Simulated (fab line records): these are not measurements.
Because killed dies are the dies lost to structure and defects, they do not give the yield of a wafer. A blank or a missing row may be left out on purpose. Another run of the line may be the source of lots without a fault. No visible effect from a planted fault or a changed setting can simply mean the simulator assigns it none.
Problem report in the 8D (eight disciplines) form, filled by code | flow sky130 | the parts of the form that need people (team, actions taken, sign-off) are left out

## 1. PROBLEM STATEMENT
GATE_OXIDE_OXIDATION_00_THK at SKY_GATE_OXIDE_THK_MEAS_02 reads a mean of 5.67 nm on 6 wafers of 2 lots; wafers without a fault read 10.27 nm with a standard deviation of 0.19. Relative to the usual mean, that is a shift of -24 standard deviations.
First observed at day 17 01:00: wafer L208.1, on film_metro-04. At this step, 33 wafers from 11 lots have a number in the record. Rule for "out" (also "out of limits"): further than 4 standard deviations from the usual mean. All remaining wafers that have a number are taken as sound.

## 2. WHAT IT IS, AND WHAT IT ISN'T
question                    | is                           | is not
which readings at this step | GATE_OXIDE_OXIDATION_00_THK  | -
which lots                  | L207, L208                   | L196, L197, L198, L203, L213, L214, L217, L218, L219
which wafers of those lots  | all that have a number       | -
read on which gauges        | film_metro-02, film_metro-04 | film_metro-03
when                        | from day 17 01:00            | up to then (12 sound wafers); but 15 sound wafers of L213, L214, L217, L218, L219 came after

## 3. WHAT RULES OUT EACH SUSPECT
Counting: any tool at a process step up to the reading is kept as a suspect provided that every lot that is out went through it and no sound lot did after the first of them.
- the gauge at SKY_GATE_OXIDE_THK_MEAS_02 has been ruled out. The wafers that are out were read on 2 gauges (film_metro-02, film_metro-04).
- furnace-02 at SKY_GATE_OXIDE_OXIDATION_01 (stabilise 600 s, purge 300 s, target thk 10.268 nm): ruled out as a lasting fault. Sound lots L217, L218 ran on it after its first lot that is out, L207 (day 16 23:35).
Left after counting: nothing in the record.

## 4. THE CAUSE (what the simulator had put in)
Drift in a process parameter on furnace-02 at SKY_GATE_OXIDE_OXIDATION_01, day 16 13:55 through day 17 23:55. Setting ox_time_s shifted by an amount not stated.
The count ruled it out by mistake, since the rule takes a fault to strike every lot its tool runs from the start of the fault on, and this one did not do so.

## 5. SEQUENCE OF EFFECTS, ordered by route
Each row: a reading whose mean over the struck wafers that have a number lies more than 3 standard deviations from the usual. Scope: only readings with a usual standard deviation given in the record; hours: median across lots of the time from each lot's start at the first step in this table that gives one to its start at this step; sigmas: change in usual standard deviations.
hours | step                       | reading                     | usual    | on struck wafers | change | sigmas
0     | SKY_GATE_OXIDE_THK_MEAS_02 | GATE_OXIDE_OXIDATION_00_THK | 10.27 nm | 5.67             | -4.60  | -24
Later measuring or inspecting steps at which every struck wafer that the step has a row for has a number for every such reading, and none has moved that far: SKY_CONTACT_RS_MEAS_25, SKY_VIA1_CD_MEAS_12.

## 6. WHAT WOULD HAVE CAUGHT IT SOONER
In this record the first reading out of limits at a measuring or inspecting step was taken at day 17 01:00, 11 hours after the fault began at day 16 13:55.
Of the tool readings at SKY_GATE_OXIDE_OXIDATION_01 for which the record gives a usual standard deviation, none was out on any struck wafer, so an alarm limit of 4 standard deviations on them would not have fired.
